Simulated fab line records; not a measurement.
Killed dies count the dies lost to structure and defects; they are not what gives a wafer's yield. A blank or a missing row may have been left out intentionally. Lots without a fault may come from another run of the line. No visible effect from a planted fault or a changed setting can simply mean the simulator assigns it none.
fab line records    flow gf180mcu
[record] lots = 5  wafers = 15  last-day = 33
route steps=602 shown M1@315
lots that met no fault: from a run of the same line without faults
start-h: the number of hours between the record's first day and the start of the first shown wafer of the lot    wait-h: hours since the lot's step before    " the same as in the row above    L1.1+2: several wafers, shown together as one row    - no value, or no start given    * or withheld: withheld    < > ~ a bound
route shown NAME@n: NAME is a module with steps in the file, n the number in the route of the first one    usual: mean/standard deviation taken from wafers without a fault    same: alike in all rows    chamber/n: place in a boat    sites: the reading at each site    _std_site: their standard deviation    _edge_site: inner sites' mean taken away from outer sites' mean    radius-mm: how far each site lies from the wafer's centre    mask NAME#n: copy n    behind: the last tool/chamber to shape the wafer    hold: why the lot was held/for how many hours/how that ended    device: whichever transistor did not switch (one of n, p or np)    end of line: at the end of the route, the tests of the same wafers    a step given without rows: its recipe and nothing more    killed: not the wafer's yield, but the dies lost to structure and defects at the first sort    map: a wafer's dies, marking killed ones x, the rest . and places with no die _
set.NAME: the run value of the setting; set.NAME@STEP: its run value at that earlier step    model.NAME: the simulator's own value behind a step, which no gauge read
lots at selected steps of the route; one table per step, one row per wafer
services: the hour from which a tool's chamber was out of use, counted from the record's first day as start-h (under 0 if before that day), plus the number of hours and why
[[steps]]
[step GF_M1_SPUTTER_00]
[recipe] material = Ti  target-thk-nm = 37.5  arriving-ion-energy-ev = 80  substrate-temp-c = 200  chamber-pressure-pa = 2  power-w = 4000  time-s = 150
[usual] throttle-valve-pct = 30.1/0.96
[same] time-s = 150
lot.wafer  tool            chamber  start-h  wait-h  throttle-valve-pct
L077.2     pvd-sputter-03  -        381.38   0.2     31.2
L077.3     "               -        "        "       31.0
L077.4     "               -        "        "       30.9
L080.1     pvd-sputter-04  -        413.09   0.2     30.1
L080.4     "               -        "        "       30.2
L080.6     "               -        "        "       29.8
L082.1     pvd-sputter-04  -        430.65   0.1     28.5
L082.5     "               -        "        "       30.1
L082.6     "               -        "        "       29.7
L088.1     pvd-sputter-03  -        485.79   0.1     28.0
L088.2     "               -        "        "       31.2
L088.4     "               -        "        "       30.7
L093.1     pvd-sputter-02  -        530.05   0.1     30.5
L093.2     "               -        "        "       31.2
L093.6     "               -        "        "       29.8
[step GF_M1_SPUTTER_01]
[recipe] material = TiN  target-thk-nm = 30  power-w = 6500  time-s = 25  chamber-pressure-pa = 0.4
[usual] throttle-valve-pct = 30.1/0.96
[same] time-s = 25
lot.wafer  tool            chamber  start-h  wait-h  throttle-valve-pct
L077.2     pvd-sputter-03  -        381.48   0.1     31.0
L077.3     "               -        "        "       30.8
L077.4     "               -        "        "       31.0
L080.1     pvd-sputter-04  -        413.19   0.1     30.2
L080.4     "               -        "        "       30.2
L080.6     "               -        "        "       30.2
L082.1     pvd-sputter-04  -        430.75   0.1     28.7
L082.5     "               -        "        "       30.0
L082.6     "               -        "        "       29.6
L088.1     pvd-sputter-03  -        485.89   0.1     27.4
L088.2     "               -        "        "       31.1
L088.4     "               -        "        "       31.0
L093.1     pvd-sputter-02  -        530.15   0.1     30.6
L093.2     "               -        "        "       30.8
L093.6     "               -        "        "       29.7
[step GF_M1_SPUTTER_02]
[recipe] material = AlCu  target-thk-nm = 450  power-w = 10600  time-s = 23.9  chamber-pressure-pa = 0.4
[usual] throttle-valve-pct = 30.1/0.95
[same] time-s = 23.9
lot.wafer  tool            chamber  start-h  wait-h  throttle-valve-pct
L077.2     pvd-sputter-03  -        381.51   0.0     30.7
L077.3     "               -        "        "       31.2
L077.4     "               -        "        "       30.9
L080.1     pvd-sputter-04  -        413.22   0.0     30.0
L080.4     "               -        "        "       30.0
L080.6     "               -        "        "       29.7
L082.1     pvd-sputter-04  -        430.78   0.0     28.7
L082.5     "               -        "        "       30.1
L082.6     "               -        "        "       29.7
L088.1     pvd-sputter-03  -        485.92   0.0     27.7
L088.2     "               -        "        "       31.1
L088.4     "               -        "        "       30.8
L093.1     pvd-sputter-02  -        530.18   0.0     30.6
L093.2     "               -        "        "       31.0
L093.6     "               -        "        "       29.5
[step GF_M1_SPUTTER_03]
[recipe] material = Ti  target-thk-nm = 10  substrate-temp-c = 300  chamber-pressure-pa = 0.3  power-w = 3000  time-s = 6.7
[usual] throttle-valve-pct = 30.1/0.97
[same] time-s = 6.7
lot.wafer  tool            chamber  start-h  wait-h  throttle-valve-pct
L077.2     pvd-sputter-03  -        381.54   0.0     30.6
L077.3     "               -        "        "       30.9
L077.4     "               -        "        "       30.8
L080.1     pvd-sputter-04  -        413.25   0.0     30.0
L080.4     "               -        "        "       30.0
L080.6     "               -        "        "       30.0
L082.1     pvd-sputter-04  -        430.81   0.0     28.9
L082.5     "               -        "        "       30.1
L082.6     "               -        "        "       29.5
L088.1     pvd-sputter-03  -        485.95   0.0     27.9
L088.2     "               -        "        "       31.1
L088.4     "               -        "        "       31.0
L093.1     pvd-sputter-02  -        530.21   0.0     30.5
L093.2     "               -        "        "       30.9
L093.6     "               -        "        "       29.7
[step GF_M1_SPUTTER_04]
[recipe] material = TiN  target-thk-nm = 50  power-w = 6500  time-s = 41.7  chamber-pressure-pa = 0.4
[usual] throttle-valve-pct = 30.1/0.99
[same] time-s = 41.7
lot.wafer  tool            chamber  start-h  wait-h  throttle-valve-pct
L077.2     pvd-sputter-03  -        381.56   0.0     30.9
L077.3     "               -        "        "       31.1
L077.4     "               -        "        "       31.0
L080.1     pvd-sputter-04  -        413.27   0.0     30.3
L080.4     "               -        "        "       30.0
L080.6     "               -        "        "       30.1
L082.1     pvd-sputter-04  -        430.83   0.0     28.6
L082.5     "               -        "        "       30.0
L082.6     "               -        "        "       29.4
L088.1     pvd-sputter-03  -        485.97   0.0     27.5
L088.2     "               -        "        "       31.0
L088.4     "               -        "        "       30.8
L093.1     pvd-sputter-02  -        530.23   0.0     30.4
L093.2     "               -        "        "       31.1
L093.6     "               -        "        "       29.7
[step GF_M1_RS_MEAS_05]
[recipe] thk-meas-gauge = four-point-probe  reads = TiN_of_M1_SPUTTER_04+Ti_of_M1_SPUTTER_03+AlCu_of_M1_SPUTTER_02+TiN_of_M1_SPUTTER_01+Ti_of_M1_SPUTTER_00
[usual] M1_ALCU_RS = 0.0696/0.0013
lot.wafer  tool           chamber  start-h  wait-h  M1_ALCU_RS[ohm/sq]
L077.2     film-metro-01  -        381.62   0.0     0.0708
L077.3     "              -        "        "       0.0700
L077.4     "              -        "        "       0.0700
L080.1     film-metro-03  -        413.31   0.0     0.0678
L080.4     "              -        "        "       0.0675
L080.6     "              -        "        "       0.0674
L082.1     film-metro-01  -        430.87   0.0     0.0689
L082.5     "              -        "        "       0.0674
L082.6     "              -        "        "       0.0679
L088.1     film-metro-03  -        486.01   0.0     0.0702
L088.2     "              -        "        "       0.0687
L088.4     "              -        "        "       0.0679
L093.1     film-metro-02  -        530.27   0.0     0.0709
L093.2     "              -        "        "       0.0703
L093.6     "              -        "        "       0.0691
[step GF_M1_THK_MEAS_06]
[recipe] thk-meas-gauge = xrf  reads = AlCu_of_M1_SPUTTER_02
[usual] M1_ALCU_THK = 450/7.9
lot.wafer  tool           chamber  start-h  wait-h  M1_ALCU_THK[nm]
L077.2     film-metro-01  -        381.73   0.1     446
L077.3     "              -        "        "       449
L077.4     "              -        "        "       449
L080.1     film-metro-03  -        413.43   0.1     458
L080.4     "              -        "        "       461
L080.6     "              -        "        "       460
L082.1     film-metro-01  -        430.99   0.1     455
L082.5     "              -        "        "       464
L082.6     "              -        "        "       460
L088.1     film-metro-03  -        486.13   0.1     443
L088.2     "              -        "        "       453
L088.4     "              -        "        "       455
L093.1     film-metro-02  -        530.39   0.1     444
L093.2     "              -        "        "       445
L093.6     "              -        "        "       450
[[services]]
tool            chamber  start-h  hours  kind
pvd-sputter-03  -        360.69   3.9    repair
pvd-sputter-03  -        374.84   3.9    repair
pvd-sputter-02  -        381.06   4.0    repair
pvd-sputter-04  1        429.93   -      consumable-replace:kit
pvd-sputter-04  1        429.93   18.0   scheduled-down
pvd-sputter-04  1        429.93   18.0   vent-cycle
pvd-sputter-04  -        443.48   4.8    repair
pvd-sputter-02  0        463.34   -      consumable-replace:kit
pvd-sputter-02  0        463.34   18.0   scheduled-down
pvd-sputter-02  0        463.34   18.0   vent-cycle
pvd-sputter-03  1        497.46   -      consumable-replace:kit
pvd-sputter-03  1        497.46   18.0   scheduled-down
pvd-sputter-03  1        497.46   18.0   vent-cycle
[[key]]
fault none
